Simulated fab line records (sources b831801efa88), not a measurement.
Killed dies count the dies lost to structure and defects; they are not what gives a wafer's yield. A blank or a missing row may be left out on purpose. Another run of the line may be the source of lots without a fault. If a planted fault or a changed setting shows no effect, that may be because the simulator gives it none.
fab line records	flow sky130
record lots=6	wafers=14	last-day=47
route steps=708 shown METAL2@483
lots untouched by any fault: they come from a run of this same line in which no faults occurred
start-h: the number of hours between the record's first day and the start of the first shown wafer of the lot	wait-h: hours since the lot's step before	" repeats the value in the row above	L1.1+2: several wafers, shown together as one row	- either no value or no given start	* or withheld: withheld	< > ~ a bound
route shown NAME@n: a module of which the file shows steps, and the number in the route of the first	usual: mean/standard deviation of fault-free wafers	same: alike in all rows	chamber/n: place in a boat	sites: the reading at each site	_std_site: standard deviation across them	_edge_site: outer sites' mean less inner sites'	radius-mm: for every site, how far away it sits from the centre of the wafer	mask NAME#n: copy n	behind: tool/chamber where the wafer was last shaped	hold: why the lot was held/for how many hours/how that ended	device: the transistor (n, p or np) that didn't switch	end of line: the route-end tests of the same wafers	a step without rows: its recipe alone	killed: dies lost to structure and defects at the first sort, not the wafer's yield	map: a wafer's dies, x killed, . not, _ none there
set.NAME: the setting as run; set.NAME@STEP: as run at that earlier step	model.NAME: the simulator's own value behind a step, which no gauge read
lots seen at some steps along the route; tables by step, rows by wafer
services: when a tool's chamber went out of use (start-h, in hours from the record's first day, below 0 if earlier), for how many hours, and the reason
## steps
# step SKY_METAL2_SPUTTER_00
# recipe material=Ti	target-thk-nm=15	power-w=3000	time-s=10	chamber-pressure-pa=0.4
# usual throttle-valve-pct=30.3/1.2
lot.wafer	tool	chamber	start-h	wait-h	throttle-valve-pct
L653.1	pvd-sputter-01	-	832.67	0.2	31.0
L653.2	"	-	"	"	31.6
L653.4	"	-	"	"	30.5
L656.2	pvd-sputter-04	-	833.46	0.1	28.9
L656.5	"	-	"	"	31.7
L656.6	"	-	"	"	28.3
L652.2	pvd-sputter-04	-	839.83	0.2	28.4
L652.4	"	-	"	"	31.6
L652.6	"	-	"	"	31.0
L658.4	pvd-sputter-01	-	850.15	0.2	30.7
L659.3	pvd-sputter-03	-	855.63	0.2	29.8
L661.1	pvd-sputter-01	-	874.07	0.1	30.3
L661.2	"	-	"	"	30.9
L661.4	"	-	"	"	31.8
# step SKY_METAL2_SPUTTER_01
# recipe material=TiN	target-thk-nm=20	power-w=6500	time-s=16.7	chamber-pressure-pa=0.4
# usual throttle-valve-pct=30.3/1.2
lot.wafer	tool	chamber	start-h	wait-h	throttle-valve-pct
L653.1	pvd-sputter-01	-	832.69	0.0	30.8
L653.2	"	-	"	"	31.8
L653.4	"	-	"	"	30.6
L656.2	pvd-sputter-04	-	833.48	0.0	28.6
L656.5	"	-	"	"	32.0
L656.6	"	-	"	"	28.4
L652.2	pvd-sputter-04	-	839.85	0.0	28.7
L652.4	"	-	"	"	31.7
L652.6	"	-	"	"	30.6
L658.4	pvd-sputter-01	-	850.17	0.0	30.6
L659.3	pvd-sputter-03	-	855.65	0.0	29.8
L661.1	pvd-sputter-01	-	874.09	0.0	30.6
L661.2	"	-	"	"	30.9
L661.4	"	-	"	"	31.9
# step SKY_METAL2_SPUTTER_02
# recipe material=AlCu	target-thk-nm=250	power-w=10600	time-s=13.3	chamber-pressure-pa=0.4
# step SKY_METAL2_SPUTTER_03
# recipe material=Ti	target-thk-nm=5	power-w=3000	time-s=3.3	chamber-pressure-pa=0.4
# usual throttle-valve-pct=30.3/1.2
lot.wafer	tool	chamber	start-h	wait-h	throttle-valve-pct
L653.1	pvd-sputter-01	-	832.74	0.0	30.9
L653.2	"	-	"	"	31.7
L653.4	"	-	"	"	30.6
L656.2	pvd-sputter-04	-	833.53	0.0	28.5
L656.5	"	-	"	"	31.5
L656.6	"	-	"	"	28.6
L652.2	pvd-sputter-04	-	839.90	0.0	28.9
L652.4	"	-	"	"	31.8
L652.6	"	-	"	"	30.9
L658.4	pvd-sputter-01	-	850.22	0.0	30.5
L659.3	pvd-sputter-03	-	855.70	0.0	29.9
L661.1	pvd-sputter-01	-	874.14	0.0	30.5
L661.2	"	-	"	"	30.7
L661.4	"	-	"	"	31.8
# step SKY_METAL2_SPUTTER_04
# recipe material=TiN	target-thk-nm=70	power-w=6500	time-s=56.74	chamber-pressure-pa=0.4
# usual throttle-valve-pct=30.3/1.2
lot.wafer	tool	chamber	start-h	wait-h	throttle-valve-pct
L653.1	pvd-sputter-01	-	832.76	0.0	30.9
L653.2	"	-	"	"	31.9
L653.4	"	-	"	"	30.5
L656.2	pvd-sputter-04	-	833.55	0.0	28.6
L656.5	"	-	"	"	31.8
L656.6	"	-	"	"	28.3
L652.2	pvd-sputter-04	-	839.92	0.0	28.6
L652.4	"	-	"	"	31.5
L652.6	"	-	"	"	31.0
L658.4	pvd-sputter-01	-	850.24	0.0	30.6
L659.3	pvd-sputter-03	-	855.72	0.0	30.0
L661.1	pvd-sputter-01	-	874.16	0.0	30.4
L661.2	"	-	"	"	30.9
L661.4	"	-	"	"	31.6
# step SKY_METAL2_RS_MEAS_05
# recipe thk-meas-gauge=four-point-probe	reads=TiN_of_METAL2_SPUTTER_04+Ti_of_METAL2_SPUTTER_03+AlCu_of_METAL2_SPUTTER_02+TiN_of_METAL2_SPUTTER_01+Ti_of_METAL2_SPUTTER_00
# usual METAL2_ALCU_RS=0.1264/0.0013
lot.wafer	tool	chamber	start-h	wait-h	METAL2_ALCU_RS[ohm/sq]
L653.1	film-metro-04	-	832.81	0.0	0.1260
L653.2	"	-	"	"	0.1258
L653.4	"	-	"	"	0.1264
L656.2	film-metro-04	-	833.62	0.0	0.1229
L656.5	"	-	"	"	0.1238
L656.6	"	-	"	"	0.1260
L652.2	film-metro-04	-	839.99	0.0	0.1247
L652.4	"	-	"	"	0.1252
L652.6	"	-	"	"	0.1248
L658.4	film-metro-02	-	850.35	0.1	0.1270
L659.3	film-metro-03	-	855.81	0.1	0.1271
L661.1	film-metro-03	-	874.21	0.0	0.1275
L661.2	"	-	"	"	0.1243
L661.4	"	-	"	"	0.1267
# step SKY_METAL2_THK_MEAS_06
# recipe thk-meas-gauge=xrf	reads=AlCu_of_METAL2_SPUTTER_02
# usual METAL2_ALCU_THK=246.9/2.6
lot.wafer	tool	chamber	start-h	wait-h	METAL2_ALCU_THK[nm]
L653.1	film-metro-04	-	832.93	0.1	246.4
L653.2	"	-	"	"	247.3
L653.4	"	-	"	"	246.5
L656.2	film-metro-04	-	833.73	0.1	252.6
L656.5	"	-	"	"	250.8
L656.6	"	-	"	"	246.5
L652.2	film-metro-04	-	840.10	0.1	249.6
L652.4	"	-	"	"	248.8
L652.6	"	-	"	"	248.8
L658.4	film-metro-02	-	850.44	0.1	244.6
L659.3	film-metro-03	-	855.91	0.1	243.8
L661.1	film-metro-03	-	874.33	0.1	244.8
L661.2	"	-	"	"	249.7
L661.4	"	-	"	"	246.1
# step SKY_METAL2_DEHYDRATE_07
# recipe temp-c=200	time-s=60
# step SKY_METAL2_HMDS_08
# recipe prime-time-s=60	prime-temp-c=120
# step SKY_METAL2_COAT_09
# recipe resist=BARC	temp-c=withheld	time-s=withheld	spin-rpm=3000	resist-thk-nm=60
# step SKY_METAL2_COAT_10
# recipe resist=KrF-thick	spin-rpm=3000	resist-thk-nm=450
# step SKY_METAL2_SOFTBAKE_11
# recipe temp-c=98.89	time-s=90	resist=KrF-thick
# step SKY_METAL2_EXPOSE_12
# recipe mask-id=MM2	na=0.8	source-shape=annular	sigma-inner=0.55	sigma-outer=0.85	target-cd-nm=140	dose-mj=28
lot.wafer	tool	chamber	start-h	wait-h	mask
L653.1+2+4	krf-scanner-01	0	845.67	-	MM2#0
L656.2+5+6	krf-scanner-02	0	846.95	-	MM2#0
L652.2+4+6	krf-scanner-01	0	853.14	-	MM2#0
L658.4	krf-scanner-02	0	863.23	-	MM2#0
L659.3	krf-scanner-02	0	869.40	-	MM2#0
L661.1+2+4	krf-scanner-01	0	887.29	-	MM2#0
# step SKY_METAL2_PEB_13
# recipe peb-temp-c=withheld	peb-time-s=withheld	resist=KrF-thick
# step SKY_METAL2_DEVELOP_14
# recipe develop-time-s=60	resist=KrF-thick	dev-temp-c=21
# step SKY_METAL2_CD_MEAS_15
# recipe target-cd-nm=140
# usual cd-nm=139.8/1.3
lot.wafer	tool	chamber	start-h	wait-h	cd-nm
L653.1	cd-sem-02	-	858.81	-	139.2
L653.2	"	-	"	"	140.1
L653.4	"	-	"	"	138.9
L656.2	cd-sem-02	-	860.36	-	139.9
L656.5	"	-	"	"	140.2
L656.6	"	-	"	"	141.5
L652.2	cd-sem-02	-	866.06	-	139.1
L652.4	"	-	"	"	139.0
L652.6	"	-	"	"	139.5
L658.4	cd-sem-02	-	875.45	-	54.8
L659.3	cd-sem-02	-	881.93	-	80.8
L661.1	cd-sem-02	-	899.74	-	138.4
L661.2	"	-	"	"	139.3
L661.4	"	-	"	"	138.2
# step SKY_METAL2_OVL_MEAS_16
# usual METAL2_OVL=3/5.6
lot.wafer	tool	chamber	start-h	wait-h	METAL2_OVL[nm]
L653.1	overlay-01	-	858.93	0.1	6
L653.2	"	-	"	"	2
L653.4	"	-	"	"	6
L656.2	overlay-02	-	860.47	0.1	3
L656.5	"	-	"	"	5
L656.6	"	-	"	"	2
L652.2	overlay-02	-	866.17	0.1	2
L652.4	"	-	"	"	3
L652.6	"	-	"	"	0
L658.4	overlay-01	-	875.53	0.1	-6
L659.3	overlay-01	-	882.03	0.1	6
L661.1	overlay-01	-	899.86	0.1	3
L661.2	"	-	"	"	8
L661.4	"	-	"	"	6
# step SKY_METAL2_DESCUM_17
# recipe chemistry=O2	source-power-w=150	bias-power-w=0	pressure-mtorr=10	temp-c=40	time-s=8
# usual drypump-motor-current-A=5.90/0.29	oes-product-au=0.994/0.0087
lot.wafer	tool	chamber	start-h	wait-h	drypump-motor-current-A	oes-product-au	rf-hours-counter-h	model.METAL2.cd-nm
L653.1	rie-metal-03	1	858.97	0.0	5.72	0.979	12	139.4
L653.2	"	0	"	"	5.53	1.001	4	141
L653.4	"	0	"	"	5.53	1.005	-	139.8
L656.2	rie-metal-04	1	860.50	0.0	6.00	0.987	9	139.3
L656.5	"	0	"	"	5.71	0.997	-	140.5
L656.6	"	1	"	"	6.01	0.989	-	140.6
L652.2	rie-metal-03	0	866.20	0.0	5.57	0.996	5	139.7
L652.4	"	1	"	"	5.73	0.985	-	139.5
L652.6	"	0	"	"	5.55	1.001	-	139.6
L658.4	rie-metal-04	0	875.56	0.0	5.70	0.987	-	55.53
L659.3	rie-metal-04	1	882.06	0.0	6.03	0.989	-	80.42
L661.1	rie-metal-04	1	899.90	0.0	6.03	0.996	11	138.6
L661.2	"	0	"	"	5.72	0.991	2	140.5
L661.4	"	0	"	"	5.71	0.998	-	139.5
# step SKY_METAL2_ETCH_18
# recipe chemistry=N2/H2	target=BARC	ion-energy-ev=200	bias-w=100	pressure-mtorr=30	n2-flow-sccm=100	h2-flow-sccm=200	icp-w=500	stop-on=SiO2	time-s=45.9	target-depth-a=600
# usual drypump-motor-current-A=5.91/0.29	oes-product-au=0.855/0.0046	throttle-valve-pct=13.224/0.0098
lot.wafer	tool	chamber	start-h	wait-h	drypump-motor-current-A	oes-product-au	rf-hours-counter-h	throttle-valve-pct
L653.1	rie-metal-03	1	859.00	0.0	5.76	0.850	12	13.222
L653.2	"	0	"	"	5.57	0.854	4	13.224
L653.4	"	0	"	"	5.53	0.851	-	13.200
L656.2	rie-metal-04	1	860.53	0.0	6.06	0.851	9	13.230
L656.5	"	0	"	"	5.70	0.859	-	13.226
L656.6	"	1	"	"	6.06	0.861	-	13.226
L652.2	rie-metal-03	0	866.23	0.0	5.54	0.856	5	13.224
L652.4	"	1	"	"	5.74	0.863	-	13.222
L652.6	"	0	"	"	5.52	0.857	-	13.223
L658.4	rie-metal-04	0	875.60	0.0	5.70	0.854	-	13.225
L659.3	rie-metal-04	1	882.10	0.0	6.03	0.849	-	13.222
L661.1	rie-metal-04	1	899.93	0.0	6.03	0.849	11	13.231
L661.2	"	0	"	"	5.71	0.857	2	13.247
L661.4	"	0	"	"	5.73	0.854	-	13.233
# step SKY_METAL2_METAL_ETCH_19
# recipe target-depth-a=3600	stop-on=SiO2	over-etch-frac=0.3	time-s=78	chemistry=Cl2/BCl3	resist-sidewall-deg=88	pressure-mtorr=10	icp-w=900	bias-w=48.5	Cl2_flow_sccm=60	bcl3-flow-sccm=30
# usual drypump-motor-current-A=5.90/0.29	oes-product-au=0.852/0.0051	throttle-valve-pct=22.264/0.0092
lot.wafer	tool	chamber	start-h	wait-h	drypump-motor-current-A	oes-product-au	rf-hours-counter-h	throttle-valve-pct	model.METAL2.cd-nm
L653.1	rie-metal-03	1	859.06	0.0	5.73	0.856	12	22.273	139.7
L653.2	"	0	"	"	5.55	0.854	5	22.256	142.5
L653.4	"	0	"	"	5.52	0.856	-	22.274	140.7
L656.2	rie-metal-04	1	860.59	0.0	6.04	0.859	9	22.262	136.1
L656.5	"	0	"	"	5.73	0.861	-	22.250	135.9
L656.6	"	1	"	"	6.03	0.856	-	22.274	136.9
L652.2	rie-metal-03	0	866.30	0.0	5.54	0.851	5	22.246	139.1
L652.4	"	1	"	"	5.74	0.854	-	22.259	140.8
L652.6	"	0	"	"	5.52	0.862	-	22.267	140
L658.4	rie-metal-04	0	875.67	0.1	5.71	0.843	-	22.266	50.85
L659.3	rie-metal-04	1	882.18	0.1	6.01	0.859	-	22.258	78.21
L661.1	rie-metal-04	1	900.00	0.0	6.02	0.850	11	22.251	135.7
L661.2	"	0	"	"	5.73	0.858	3	22.263	139.1
L661.4	"	0	"	"	5.72	0.848	-	22.263	137.8
# step SKY_METAL2_STRIP_20
# recipe chemistry=O2/N2	power-w=1400	pressure-mtorr=1500	platen-temp-c=withheld	o2-flow-sccm=3000	n2-flow-sccm=300	overash-fraction=0.5
## services
tool	chamber	start-h	hours	kind
rie-metal-03	-	816.01	14.6	pm
krf-scanner-01	-	819.41	1.0	pm
rie-metal-04	0	827.45	-	clean
rie-metal-04	0	827.45	13.8	scheduled-down
rie-metal-04	0	827.45	13.8	vent-cycle
pvd-sputter-01	-	849.05	0.9	repair
pvd-sputter-04	-	862.47	0.6	repair
krf-scanner-02	0	877.23	-	calibration
krf-scanner-01	-	878.43	1.3	pm
pvd-sputter-03	-	883.22	1.0	repair
## key
first-sign step=SKY_METAL2_CD_MEAS_15	reading=cd-nm	direction=down	sigmas=54	usual=139.8	struck=67.8
effect none on later readings
model-effect step=SKY_METAL2_DESCUM_17	value=METAL2.cd-nm	without=140.4	struck=67.97
model-effect step=SKY_METAL2_METAL_ETCH_19	value=METAL2.cd-nm	without=136.9	struck=64.53
met-at SKY_METAL2_EXPOSE_12
struck-wafers L658.4,L659.3
later-rows-left-out L658.4,L659.3
sort-left-out L658.4,L659.3
tester-left-out L658,L659
onset-between 846.95 863.23
earlier-fault kind=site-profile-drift	tool=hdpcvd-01	chamber=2	onset-h=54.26	steps=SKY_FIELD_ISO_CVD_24	basis=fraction	max-abs-drift=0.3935	slope-share-per-hr=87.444	site-pattern=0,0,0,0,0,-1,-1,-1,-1
fault kind=process-parameter-drift	tool=krf-scanner-02	chamber=-	onset-h=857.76	steps=SKY_METAL2_EXPOSE_12	channel=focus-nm	offset=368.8	spread-by-wafer=0.3	shape=step
# tester-left-out: of these lots the tester's yield and bins aren't shown, on N5 and GAA mostly nor the transistor test; their killed dies are dies lost to structure and defects alone, not to doping, threshold or leakage, so they don't give the yield
# sort-left-out: the simulated sort isn't trusted on such a fault, so these wafers' sort isn't shown, and their yield isn't known
# later-rows-left-out: the simulator's readings of these wafers behind a module that went badly wrong aren't trusted and aren't shown, but for the sort
